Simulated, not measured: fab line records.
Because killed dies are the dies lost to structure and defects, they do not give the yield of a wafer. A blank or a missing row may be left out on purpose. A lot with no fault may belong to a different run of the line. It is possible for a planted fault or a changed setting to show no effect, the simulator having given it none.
fab line records ; flow sky130
record lots=6; wafers=17; last_day=49
route steps=708 shown DNWELL@37 PWDE@45 NWELL@56 PAD_OPEN@708
lots untouched by any fault: they come from a run of this same line in which no faults occurred
start_h: the number of hours between the record's first day and the start of the first shown wafer of the lot ; wait_h: hours elapsed since this lot's preceding step ; " repeats the value in the row above ; L1.1+2: a single row standing in for several wafers ; - no value, or no start was given ; * or withheld: withheld ; < > ~ a bound
route shown NAME@n: a module of which the file shows steps, and the number in the route of the first ; usual: mean/standard deviation taken from wafers without a fault ; same: alike in all rows ; chamber/n: place in a boat ; sites: per-site readings ; _std_site: the standard deviation of these ; _edge_site: outer sites' mean less inner sites' ; radius_mm: for every site, how far away it sits from the centre of the wafer ; mask NAME#n: copy n ; behind: the tool/chamber that last shaped the wafer ; hold: why the lot went on hold/how many hours it stayed there/how the hold came to an end ; device: names the non-switching transistor (n, p or np) ; end of line: the tests these same wafers got at the end of their route ; a step with no rows: only its recipe ; killed: at the first sort, the dies lost to defects and structure; wafer yield is something else ; map: shows each die of a wafer: x if killed, . if not, _ if none is there
set.NAME: the setting the step ran with; set.NAME@STEP: the setting that earlier step ran with ; model.NAME: the simulator's own value behind a step, which no gauge read
certain route steps with their lots: each step a table, each wafer a row
services: when a tool's chamber went out of use (start_h, in hours from the record's first day, below 0 if earlier), for how many hours, and the reason
## steps
# step SKY_DNWELL_COAT_02
# recipe spin_rpm=2000; resist_thk_nm=3000
# step SKY_DNWELL_SOFTBAKE_03
# recipe temp_c=110; time_s=withheld
# step SKY_DNWELL_EXPOSE_04
# recipe mask_id=DNM; na=0.57; target_cd_nm=3000; dose_mj=222
# step SKY_DNWELL_PEB_05
# recipe temp_c=115; time_s=withheld
# step SKY_DNWELL_DEVELOP_06
# recipe wall_angle_deg=90; developer=TMAH; develop_time_s=60; dev_temp_c=23
# step SKY_DNWELL_IMPLANT_07
# recipe species=P; energy_kev=withheld; dose_cm2=withheld; tilt_deg=withheld
# step SKY_DNWELL_STRIP_08
# recipe chemistry=O2/N2; power_w=1400; pressure_mtorr=1500; platen_temp_c=withheld; o2_flow_sccm=3000; n2_flow_sccm=300; overash_fraction=0.5
# usual drypump_motor_current_A=5.7/0.36; oes_product_au=0.723/0.0044; strip_time_to_endpoint_s=36.97/0.11
lot.wafer;tool;chamber;start_h;wait_h;drypump_motor_current_A;oes_product_au;rf_hours_counter_h;strip_time_to_endpoint_s
L620.2;plasma_asher-01;0;53.13;0.1;5.4;0.720;38;36.83
L620.4;plasma_asher-01;0;53.13;0.1;5.4;0.717;-;36.92
L620.6;plasma_asher-01;1;53.13;0.1;5.8;0.723;-;36.97
L621.1;plasma_asher-04;0;58.13;0.1;6.0;0.727;35;37.00
L621.4;plasma_asher-04;1;58.13;0.1;5.5;0.724;-;36.90
L621.6;plasma_asher-04;1;58.13;0.1;5.5;0.717;-;36.96
L625.2;plasma_asher-01;0;80.16;0.1;5.5;0.717;41;36.94
L625.3;plasma_asher-01;0;80.16;0.1;5.5;0.734;-;36.92
L625.4;plasma_asher-01;1;80.16;0.1;5.8;0.723;-;36.93
L629.1;plasma_asher-04;0;100.88;0.1;6.0;0.725;39;37.08
L629.4;plasma_asher-04;0;100.88;0.1;6.0;0.721;-;36.91
L630.3;plasma_asher-01;1;103.91;0.1;5.8;0.721;-;37.00
L630.4;plasma_asher-01;0;103.91;0.1;5.4;0.720;-;36.87
L630.5;plasma_asher-01;1;103.91;0.1;5.9;0.726;-;36.95
L635.3;plasma_asher-04;0;134.61;0.1;6.0;0.725;-;36.85
L635.5;plasma_asher-04;1;134.61;0.1;5.5;0.722;-;36.85
L635.6;plasma_asher-04;0;134.61;0.1;6.0;0.724;-;36.99
# step SKY_DNWELL_TW_MEAS_09
# usual DNWELL_TW=1105/8.9
lot.wafer;tool;chamber;start_h;wait_h;DNWELL_TW
L620.2;film_metro-01;-;53.24;0.1;1111
L620.4;film_metro-01;-;53.24;0.1;1117
L620.6;film_metro-01;-;53.24;0.1;1112
L621.1;film_metro-02;-;58.23;0.1;1115
L621.4;film_metro-02;-;58.23;0.1;1100
L621.6;film_metro-02;-;58.23;0.1;1112
L625.2;film_metro-03;-;80.27;0.1;1106
L625.3;film_metro-03;-;80.27;0.1;1097
L625.4;film_metro-03;-;80.27;0.1;1094
L629.1;film_metro-03;-;100.98;0.1;1100
L629.4;film_metro-03;-;100.98;0.1;1098
L630.3;film_metro-02;-;104.00;0.1;1105
L630.4;film_metro-02;-;104.00;0.1;1104
L630.5;film_metro-02;-;104.00;0.1;1103
L635.3;film_metro-02;-;134.70;0.1;1096
L635.5;film_metro-02;-;134.70;0.1;1099
L635.6;film_metro-02;-;134.70;0.1;1100
# step SKY_PWDE_DEHYDRATE_00
# recipe temp_c=200; time_s=60
# step SKY_PWDE_HMDS_01
# recipe prime_time_s=60; prime_temp_c=120
# step SKY_PWDE_COAT_02
# recipe spin_rpm=2000; resist_thk_nm=3000
# step SKY_PWDE_SOFTBAKE_03
# recipe temp_c=110; time_s=withheld
# step SKY_PWDE_EXPOSE_04
# recipe mask_id=PWDEM; na=0.6; source_shape=conventional; sigma_outer=0.6; polarization=unpolarized; target_cd_nm=840; dose_mj=214
# usual stage_vel_mm_s=500.06/0.23
lot.wafer;tool;chamber;start_h;wait_h;mask;stage_vel_mm_s
L620.2;iline_stepper-01;0;61.87;-;PWDEM#0;499.81
L620.4;iline_stepper-01;0;61.87;-;PWDEM#0;500.08
L620.6;iline_stepper-01;0;61.87;-;PWDEM#0;500.04
L621.1;iline_stepper-02;0;66.25;-;PWDEM#0;500.39
L621.4;iline_stepper-02;0;66.25;-;PWDEM#0;499.28
L621.6;iline_stepper-02;0;66.25;-;PWDEM#0;500.26
L625.2;iline_stepper-01;0;88.31;-;PWDEM#0;500.20
L625.3;iline_stepper-01;0;88.31;-;PWDEM#0;500.56
L625.4;iline_stepper-01;0;88.31;-;PWDEM#0;500.21
L629.1;iline_stepper-02;0;108.65;-;PWDEM#0;500.00
L629.4;iline_stepper-02;0;108.65;-;PWDEM#0;500.33
L630.3;iline_stepper-02;0;113.72;-;PWDEM#0;499.98
L630.4;iline_stepper-02;0;113.72;-;PWDEM#0;500.16
L630.5;iline_stepper-02;0;113.72;-;PWDEM#0;500.07
L635.3;iline_stepper-01;0;143.91;-;PWDEM#0;500.08
L635.5;iline_stepper-01;0;143.91;-;PWDEM#0;499.94
L635.6;iline_stepper-01;0;143.91;-;PWDEM#0;500.18
# step SKY_PWDE_PEB_05
# recipe temp_c=115; time_s=withheld
# step SKY_PWDE_DEVELOP_06
# recipe wall_angle_deg=90; developer=TMAH; develop_time_s=60; dev_temp_c=23
# step SKY_PWDE_OVL_MEAS_07
# usual PWDE_OVL=1.2/1.3
lot.wafer;tool;chamber;start_h;wait_h;PWDE_OVL[nm]
L620.2;overlay-01;-;69.43;-;2.0
L620.4;overlay-01;-;69.43;-;0.9
L620.6;overlay-01;-;69.43;-;3.3
L621.1;overlay-02;-;74.67;-;-1.6
L621.4;overlay-02;-;74.67;-;1.6
L621.6;overlay-02;-;74.67;-;-0.5
L625.2;overlay-02;-;97.03;-;1.2
L625.3;overlay-02;-;97.03;-;3.4
L625.4;overlay-02;-;97.03;-;0.3
L629.1;overlay-02;-;118.03;-;1.5
L629.4;overlay-02;-;118.03;-;3.3
L630.3;overlay-02;-;122.78;-;1.4
L630.4;overlay-02;-;122.78;-;3.0
L630.5;overlay-02;-;122.78;-;2.9
L635.3;overlay-01;-;153.74;-;0.5
L635.5;overlay-01;-;153.74;-;1.2
L635.6;overlay-01;-;153.74;-;2.8
# step SKY_PWDE_IMPLANT_08
# recipe species=B; energy_kev=150; dose_cm2=3.6e+12; tilt_deg=withheld
# step SKY_PWDE_STRIP_09
# recipe chemistry=O2/N2; power_w=1400; pressure_mtorr=1500; platen_temp_c=withheld; o2_flow_sccm=3000; n2_flow_sccm=300; overash_fraction=0.5
# usual drypump_motor_current_A=5.4/0.44; oes_product_au=0.723/0.0048; strip_time_to_endpoint_s=36.93/0.091
lot.wafer;tool;chamber;start_h;wait_h;drypump_motor_current_A;oes_product_au;rf_hours_counter_h;strip_time_to_endpoint_s
L620.2;plasma_asher-01;0;69.61;0.1;5.5;0.724;40;36.98
L620.4;plasma_asher-01;1;69.61;0.1;5.8;0.721;-;37.02
L620.6;plasma_asher-01;0;69.61;0.1;5.5;0.722;-;37.00
L621.1;plasma_asher-02;0;74.86;0.1;6.2;0.724;40;37.01
L621.4;plasma_asher-02;1;74.86;0.1;5.2;0.721;-;37.01
L621.6;plasma_asher-02;1;74.86;0.1;5.2;0.719;-;37.04
L625.2;plasma_asher-02;0;97.21;0.1;6.3;0.727;43;36.71
L625.3;plasma_asher-02;0;97.21;0.1;6.2;0.721;-;36.78
L625.4;plasma_asher-02;1;97.21;0.1;5.2;0.719;-;36.79
L629.1;plasma_asher-03;1;118.21;0.1;5.1;0.719;29;36.81
L629.4;plasma_asher-03;1;118.21;0.1;5.1;0.722;-;36.83
L630.3;plasma_asher-03;0;122.99;0.1;5.0;0.722;-;37.10
L630.4;plasma_asher-03;1;122.99;0.1;5.1;0.732;-;36.95
L630.5;plasma_asher-03;0;122.99;0.1;5.1;0.730;-;37.01
L635.3;plasma_asher-03;0;153.95;0.1;5.0;0.727;-;36.92
L635.5;plasma_asher-03;1;153.95;0.1;5.1;0.727;-;36.92
L635.6;plasma_asher-03;0;153.95;0.1;5.0;0.727;-;36.95
# step SKY_PWDE_TW_MEAS_10
# usual PWDE_TW=370.7/2.3
lot.wafer;tool;chamber;start_h;wait_h;PWDE_TW
L620.2;film_metro-03;-;69.72;0.1;369.4
L620.4;film_metro-03;-;69.72;0.1;368.8
L620.6;film_metro-03;-;69.72;0.1;366.1
L621.1;film_metro-02;-;74.96;0.1;368.6
L621.4;film_metro-02;-;74.96;0.1;369.6
L621.6;film_metro-02;-;74.96;0.1;369.2
L625.2;film_metro-03;-;97.32;0.1;369.4
L625.3;film_metro-03;-;97.32;0.1;370.2
L625.4;film_metro-03;-;97.32;0.1;370.0
L629.1;film_metro-01;-;118.31;0.1;373.5
L629.4;film_metro-01;-;118.31;0.1;372.4
L630.3;film_metro-02;-;123.08;0.1;371.0
L630.4;film_metro-02;-;123.08;0.1;370.5
L630.5;film_metro-02;-;123.08;0.1;371.5
L635.3;film_metro-02;-;154.03;0.1;369.0
L635.5;film_metro-02;-;154.03;0.1;368.4
L635.6;film_metro-02;-;154.03;0.1;370.1
# step SKY_NWELL_DEHYDRATE_03
# recipe temp_c=200; time_s=60
# step SKY_NWELL_HMDS_04
# recipe prime_time_s=60; prime_temp_c=120
# step SKY_NWELL_COAT_05
# recipe spin_rpm=2000; resist_thk_nm=3000
# step SKY_NWELL_SOFTBAKE_06
# recipe temp_c=110; time_s=withheld
# step SKY_NWELL_EXPOSE_07
# recipe mask_id=NWM; na=0.6; source_shape=conventional; sigma_outer=0.6; polarization=unpolarized; target_cd_nm=840; dose_mj=255
# step SKY_NWELL_PEB_08
# recipe temp_c=115; time_s=withheld
# step SKY_NWELL_DEVELOP_09
# recipe wall_angle_deg=90; developer=TMAH; develop_time_s=60; dev_temp_c=23
# step SKY_NWELL_OVL_MEAS_10
# usual NWELL_00_OVL=-0.8/1.5
lot.wafer;tool;chamber;start_h;wait_h;NWELL_00_OVL[nm]
L620.2;overlay-02;-;85.93;-;0.1
L620.4;overlay-02;-;85.93;-;0.5
L620.6;overlay-02;-;85.93;-;0.0
L621.1;overlay-01;-;91.33;-;-2.7
L621.4;overlay-01;-;91.33;-;-1.5
L621.6;overlay-01;-;91.33;-;-1.5
L625.2;overlay-02;-;115.78;-;0.1
L625.3;overlay-02;-;115.78;-;1.6
L625.4;overlay-02;-;115.78;-;-0.2
L629.1;overlay-01;-;137.26;-;0.1
L629.4;overlay-01;-;137.26;-;-1.5
L630.3;overlay-01;-;141.68;-;-2.4
L630.4;overlay-01;-;141.68;-;-2.0
L630.5;overlay-01;-;141.68;-;-1.8
L635.3;overlay-02;-;173.72;-;-1.2
L635.5;overlay-02;-;173.72;-;-1.7
L635.6;overlay-02;-;173.72;-;-1.0
# step SKY_NWELL_IMPLANT_11
# recipe species=P; energy_kev=400; dose_cm2=1.9e+13; tilt_deg=withheld
# step SKY_NWELL_IMPLANT_12
# recipe species=P; energy_kev=120; dose_cm2=1.3e+12; tilt_deg=withheld
# step SKY_NWELL_IMPLANT_13
# recipe species=P; energy_kev=50; dose_cm2=7e+11; tilt_deg=withheld
# step SKY_NWELL_STRIP_14
# recipe chemistry=O2/N2; power_w=1400; pressure_mtorr=1500; platen_temp_c=withheld; o2_flow_sccm=3000; n2_flow_sccm=300; overash_fraction=0.5
# usual drypump_motor_current_A=5.6/0.51; oes_product_au=0.722/0.0048; strip_time_to_endpoint_s=36.95/0.12
lot.wafer;tool;chamber;start_h;wait_h;drypump_motor_current_A;oes_product_au;rf_hours_counter_h;strip_time_to_endpoint_s
L620.2;plasma_asher-03;0;86.41;0.1;5.0;0.722;27;36.91
L620.4;plasma_asher-03;0;86.41;0.1;5.0;0.721;-;36.85
L620.6;plasma_asher-03;1;86.41;0.1;5.1;0.732;-;36.96
L621.1;plasma_asher-02;0;91.81;0.1;6.2;0.717;42;36.98
L621.4;plasma_asher-02;1;91.81;0.1;5.2;0.726;-;36.99
L621.6;plasma_asher-02;0;91.81;0.1;6.2;0.724;-;36.90
L625.2;plasma_asher-03;0;116.26;0.1;5.0;0.713;28;37.08
L625.3;plasma_asher-03;0;116.26;0.1;5.0;0.720;-;37.05
L625.4;plasma_asher-03;1;116.26;0.1;5.1;0.733;-;37.05
L629.1;plasma_asher-04;1;137.75;0.1;5.5;0.728;43;36.99
L629.4;plasma_asher-04;1;137.75;0.1;5.5;0.724;-;36.95
L630.3;plasma_asher-03;1;142.19;0.1;5.1;0.722;-;36.82
L630.4;plasma_asher-03;0;142.19;0.1;5.1;0.722;-;36.91
L630.5;plasma_asher-03;1;142.19;0.1;5.0;0.725;-;36.86
L635.3;plasma_asher-02;1;174.23;0.1;5.2;0.726;-;36.89
L635.5;plasma_asher-02;0;174.23;0.1;6.3;0.723;-;37.02
L635.6;plasma_asher-02;1;174.23;0.1;5.2;0.724;-;36.92
# step SKY_NWELL_TW_MEAS_15
# usual NWELL_TW=1803/9.1
lot.wafer;tool;chamber;start_h;wait_h;NWELL_TW
L620.2;film_metro-01;-;86.52;0.1;1825
L620.4;film_metro-01;-;86.52;0.1;1820
L620.6;film_metro-01;-;86.52;0.1;1826
L621.1;film_metro-02;-;91.91;0.1;1791
L621.4;film_metro-02;-;91.91;0.1;1792
L621.6;film_metro-02;-;91.91;0.1;1798
L625.2;film_metro-03;-;116.37;0.1;1800
L625.3;film_metro-03;-;116.37;0.1;1798
L625.4;film_metro-03;-;116.37;0.1;1808
L629.1;film_metro-02;-;137.85;0.1;1796
L629.4;film_metro-02;-;137.85;0.1;1794
L630.3;film_metro-01;-;142.28;0.1;1808
L630.4;film_metro-01;-;142.28;0.1;1801
L630.5;film_metro-01;-;142.28;0.1;1803
L635.3;film_metro-01;-;174.32;0.1;1814
L635.5;film_metro-01;-;174.32;0.1;1809
L635.6;film_metro-01;-;174.32;0.1;1817
# step SKY_NWELL_DEHYDRATE_16
# recipe temp_c=200; time_s=60
# step SKY_NWELL_HMDS_17
# recipe prime_time_s=60; prime_temp_c=120
# step SKY_NWELL_COAT_18
# recipe spin_rpm=2000; resist_thk_nm=3000
# step SKY_NWELL_SOFTBAKE_19
# recipe temp_c=110; time_s=withheld
# step SKY_NWELL_EXPOSE_20
# recipe mask_id=NWM_COMPLEMENT; na=0.6; source_shape=conventional; sigma_outer=0.6; polarization=unpolarized; target_cd_nm=840; dose_mj=260
# step SKY_NWELL_PEB_21
# recipe temp_c=115; time_s=withheld
# step SKY_NWELL_DEVELOP_22
# recipe wall_angle_deg=90; developer=TMAH; develop_time_s=60; dev_temp_c=23
# step SKY_NWELL_OVL_MEAS_23
# usual NWELL_01_OVL=0.0/1.4
lot.wafer;tool;chamber;start_h;wait_h;NWELL_01_OVL[nm]
L620.2;overlay-01;-;103.63;-;-0.6
L620.4;overlay-01;-;103.63;-;-1.5
L620.6;overlay-01;-;103.63;-;-1.7
L621.1;overlay-01;-;109.77;-;-2.0
L621.4;overlay-01;-;109.77;-;0.1
L621.6;overlay-01;-;109.77;-;0.4
L625.2;overlay-02;-;134.57;-;3.2
L625.3;overlay-02;-;134.57;-;2.5
L625.4;overlay-02;-;134.57;-;0.5
L629.1;overlay-02;-;156.78;-;-2.0
L629.4;overlay-02;-;156.78;-;-1.0
L630.3;overlay-02;-;160.93;-;1.4
L630.4;overlay-02;-;160.93;-;0.8
L630.5;overlay-02;-;160.93;-;0.1
L635.3;overlay-02;-;195.38;-;2.6
L635.5;overlay-02;-;195.38;-;2.9
L635.6;overlay-02;-;195.38;-;1.6
# step SKY_NWELL_IMPLANT_24
# recipe species=B; energy_kev=140; dose_cm2=9.2e+12; tilt_deg=withheld
# step SKY_NWELL_STRIP_25
# recipe chemistry=O2/N2; power_w=1400; pressure_mtorr=1500; platen_temp_c=withheld; o2_flow_sccm=3000; n2_flow_sccm=300; overash_fraction=0.5
# usual drypump_motor_current_A=5.5/0.52; oes_product_au=0.723/0.0044; strip_time_to_endpoint_s=36.96/0.093
lot.wafer;tool;chamber;start_h;wait_h;drypump_motor_current_A;oes_product_au;rf_hours_counter_h;strip_time_to_endpoint_s
L620.2;plasma_asher-02;0;103.81;0.1;6.3;0.725;44;36.87
L620.4;plasma_asher-02;0;103.81;0.1;6.2;0.727;-;36.89
L620.6;plasma_asher-02;0;103.81;0.1;6.3;0.728;-;36.93
L621.1;plasma_asher-04;0;109.96;0.1;6.0;0.727;40;36.97
L621.4;plasma_asher-04;1;109.96;0.1;5.5;0.726;-;36.84
L621.6;plasma_asher-04;1;109.96;0.1;5.5;0.715;-;36.84
L625.2;plasma_asher-02;0;134.75;0.1;6.3;0.721;2;37.00
L625.3;plasma_asher-02;1;134.75;0.1;5.2;0.726;-;36.92
L625.4;plasma_asher-02;0;134.75;0.1;6.3;0.726;-;36.96
L629.1;plasma_asher-04;0;156.96;0.1;6.0;0.723;45;37.02
L629.4;plasma_asher-04;0;156.96;0.1;6.0;0.725;-;37.06
L630.3;plasma_asher-03;1;161.14;0.1;5.1;0.721;-;36.77
L630.4;plasma_asher-03;0;161.14;0.1;5.0;0.732;-;36.79
L630.5;plasma_asher-03;1;161.14;0.1;5.0;0.715;-;36.72
L635.3;plasma_asher-02;1;195.59;0.1;5.2;0.721;-;37.05
L635.5;plasma_asher-02;1;195.59;0.1;5.2;0.720;-;36.95
L635.6;plasma_asher-02;0;195.59;0.1;6.3;0.723;-;37.02
# step SKY_PAD_OPEN_PROBE_99
# usual killed_at_M0_to_M3=44/7.5; killed_at_M4_up=3.2/1.9; killed_at_contacts=23/4.7; killed_at_front_end=15/4.7; killed_at_other=0.4/0.66; killed_dies=87/9.3; killed_open=47/7.2; killed_short=39/6.5
# same gross_dies=492; killed_at_back_side=0
lot.wafer;tool;chamber;start_h;wait_h;killed_at_M0_to_M3;killed_at_M4_up;killed_at_contacts;killed_at_front_end;killed_at_other;killed_dies;killed_open;killed_short;model.etest.res_p_drift_20v.width_nm
L620.2;prober-02;-;1074.95;0.1;26;4;25;16;0;71;43;28;837.2
L620.4;prober-02;-;1075.05;0.2;45;4;18;16;0;83;43;40;835.4
L620.6;prober-02;-;1075.15;0.2;43;3;17;15;0;78;34;44;836.4
L621.1;prober-01;-;1078.91;0.1;34;4;25;14;0;77;48;29;842.6
L621.4;prober-01;-;1079.06;0.2;52;3;34;8;0;97;57;40;841.8
L621.6;prober-01;-;1079.16;0.2;48;2;22;11;2;85;57;28;840
L625.2;prober-01;-;1109.33;0.1;39;3;23;20;0;85;42;42;841.7
L625.3;prober-01;-;1109.38;0.2;43;2;18;14;1;78;35;39;843.9
L625.4;prober-01;-;1109.43;0.2;59;1;22;18;0;100;66;31;842.1
L629.1;prober-01;-;1132.50;0.1;42;7;19;21;1;90;42;47;841.1
L629.4;prober-01;-;1132.65;0.2;49;1;22;13;0;85;43;41;853.1
L630.3;prober-02;-;1134.10;0.2;47;2;23;16;0;88;54;33;828.1
L630.4;prober-02;-;1134.15;0.2;49;4;22;17;0;92;57;35;847.4
L630.5;prober-02;-;1134.20;0.2;53;1;18;15;0;87;60;26;845.3
L635.3;prober-01;-;1164.08;0.2;48;3;31;12;0;94;57;37;828.1
L635.5;prober-01;-;1164.18;0.2;47;2;18;10;0;77;48;29;832.1
L635.6;prober-01;-;1164.23;0.2;51;0;28;10;1;90;48;38;828.9
# killed by level:class
L620.2 LI_CONTACT:geometric_particle:open=13 CONTACT:geometric_particle:open=7 VIA1:geometric_particle:open=6 POLY_GATE:geometric_particle:short=5 VIA3:geometric_particle:open=5 FIELD_ISO:geometric_particle:open=4 METAL2:geometric_particle:short=4 FIELD_ISO:geometric_particle:short=3
L620.4 VIA2:geometric_particle:open=11 POLY_GATE:geometric_particle:short=8 LI_CONTACT:geometric_particle:open=7 CONTACT:geometric_particle:open=7 VIA1:geometric_particle:open=7 METAL1:geometric_particle:short=5 METAL2:geometric_particle:short=4 VIA3:geometric_particle:short=4
L620.6 VIA3:geometric_particle:open=8 LI_CONTACT:geometric_particle:open=6 VIA1:geometric_particle:short=6 VIA2:geometric_particle:open=6 VIA3:geometric_particle:short=6 POLY_GATE:geometric_particle:short=5 METAL1:geometric_particle:short=5 LI_CONTACT:geometric_particle:short=4
L621.1 CONTACT:geometric_particle:open=10 FIELD_ISO:geometric_particle:open=6 METAL1:geometric_particle:open=6 LI_CONTACT:geometric_particle:open=6 VIA3:geometric_particle:open=6 CONTACT:geometric_particle:short=4 VIA1:geometric_particle:open=4 LOCAL_INTERCONNECT:geometric_particle:open=3
L621.4 VIA1:geometric_particle:open=12 CONTACT:geometric_particle:open=11 VIA2:geometric_particle:open=11 CONTACT:geometric_particle:short=8 METAL1:geometric_particle:short=7 METAL2:geometric_particle:short=7 LI_CONTACT:geometric_particle:open=6 LOCAL_INTERCONNECT:geometric_particle:short=5
L621.6 VIA1:geometric_particle:open=14 CONTACT:geometric_particle:open=13 VIA3:geometric_particle:open=8 VIA2:geometric_particle:open=8 POLY_GATE:geometric_particle:open=7 METAL1:geometric_particle:short=5 VIA1:geometric_particle:short=5 CONTACT:geometric_particle:short=4
L625.2 VIA1:geometric_particle:open=8 FIELD_ISO:geometric_particle:open=6 VIA1:geometric_particle:short=6 CONTACT:geometric_particle:open=6 VIA3:geometric_particle:open=6 POLY_GATE:geometric_particle:short=5 LI_CONTACT:geometric_particle:short=5 LI_CONTACT:geometric_particle:open=5
L625.3 VIA3:geometric_particle:open=9 FIELD_ISO:geometric_particle:short=6 VIA1:geometric_particle:open=6 METAL1:geometric_particle:short=6 CONTACT:geometric_particle:short=5 METAL2:geometric_particle:short=5 CONTACT:geometric_particle:open=4 VIA2:geometric_particle:open=4
L625.4 VIA1:geometric_particle:open=19 CONTACT:geometric_particle:open=9 VIA1:geometric_particle:short=9 VIA3:geometric_particle:open=9 VIA2:geometric_particle:open=8 LI_CONTACT:geometric_particle:open=6 FIELD_ISO:geometric_particle:open=5 POLY_GATE:geometric_particle:open=5
L629.1 CONTACT:geometric_particle:open=8 VIA1:geometric_particle:short=8 VIA1:geometric_particle:open=7 POLY_GATE:geometric_particle:short=7 METAL4:geometric_particle:short=7 LI_CONTACT:geometric_particle:open=6 VIA2:geometric_particle:open=6 FIELD_ISO:geometric_particle:open=4
L629.4 VIA1:geometric_particle:open=13 VIA1:geometric_particle:short=9 CONTACT:geometric_particle:open=8 METAL1:geometric_particle:short=6 VIA3:geometric_particle:open=6 LI_CONTACT:geometric_particle:open=5 POLY_GATE:geometric_particle:short=4 LOCAL_INTERCONNECT:geometric_particle:short=4
L630.3 VIA1:geometric_particle:open=12 CONTACT:geometric_particle:open=9 VIA2:geometric_particle:open=9 VIA3:geometric_particle:open=8 FIELD_ISO:geometric_particle:open=7 LI_CONTACT:geometric_particle:short=5 CONTACT:geometric_particle:short=4 VIA3:geometric_particle:short=4
L630.4 VIA3:geometric_particle:open=13 VIA2:geometric_particle:open=9 CONTACT:geometric_particle:open=8 VIA1:geometric_particle:open=8 POLY_GATE:geometric_particle:short=5 LI_CONTACT:geometric_particle:open=5 METAL1:geometric_particle:short=5 VIA3:geometric_particle:short=5
L630.5 VIA1:geometric_particle:open=17 VIA2:geometric_particle:open=9 CONTACT:geometric_particle:open=9 METAL1:geometric_particle:short=5 VIA3:geometric_particle:open=5 VIA1:geometric_particle:short=4 METAL1:geometric_particle:open=4 FIELD_ISO:geometric_particle:open=3
L635.3 CONTACT:geometric_particle:open=12 LI_CONTACT:geometric_particle:open=11 VIA1:geometric_particle:open=10 VIA2:geometric_particle:open=9 VIA3:geometric_particle:open=7 METAL2:geometric_particle:short=6 FIELD_ISO:geometric_particle:short=4 CONTACT:geometric_particle:short=4
L635.5 VIA1:geometric_particle:open=11 CONTACT:geometric_particle:open=7 LI_CONTACT:geometric_particle:open=6 VIA3:geometric_particle:open=6 VIA2:geometric_particle:open=5 FIELD_ISO:geometric_particle:open=4 VIA3:geometric_particle:short=4 METAL3:geometric_particle:short=4
L635.6 VIA1:geometric_particle:open=17 LI_CONTACT:geometric_particle:open=7 CONTACT:geometric_particle:open=7 VIA2:geometric_particle:open=7 CONTACT:geometric_particle:short=6 LI_CONTACT:geometric_particle:short=5 VIA1:geometric_particle:short=5 METAL2:geometric_particle:short=5
## services
tool;chamber;start_h;hours;kind
plasma_asher-03;-;32.41;6.9;repair
iline_stepper-02;0;37.57;-;calibration
plasma_asher-02;-;38.24;2.9;repair
plasma_asher-03;-;62.47;7.7;repair
plasma_asher-03;-;93.07;11.2;repair
plasma_asher-02;-;108.75;9.0;pm
plasma_asher-02;0;108.75;9.0;vent_cycle
plasma_asher-02;1;108.75;9.0;vent_cycle
plasma_asher-02;0;117.75;-;clean
plasma_asher-02;1;117.75;-;clean
iline_stepper-02;-;118.53;1.2;repair
plasma_asher-01;-;118.79;2.6;repair
iline_stepper-01;0;119.17;-;calibration
plasma_asher-03;-;123.14;0.8;repair
iline_stepper-02;-;125.97;11.7;repair
iline_stepper-01;-;138.92;1.7;pm
iline_stepper-01;-;160.92;2.1;pm
iline_stepper-01;-;163.00;-;consumable_replace:lamp
## key
first_sign none at tools or gauges
model_effect step=SKY_PAD_OPEN_PROBE_99; value=etest.res_p_drift_20v.width_nm; without=833.8; struck=848.6
met_at SKY_PWDE_EXPOSE_04
struck_wafers L629.4,L630.4,L630.5
tester_left_out L629,L630
onset_between 66.25 108.65
fault kind=process_parameter_drift; tool=iline_stepper-02; chamber=-; onset_h=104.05; steps=SKY_PWDE_EXPOSE_04; channel=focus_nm; offset=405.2; shape=step; end_h=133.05; scope=struck_wafers_only
# tester_left_out: of these lots the tester's yield and bins aren't shown, on N5 and GAA mostly nor the transistor test; their killed dies are dies lost to structure and defects alone, not to doping, threshold or leakage, so they don't give the yield
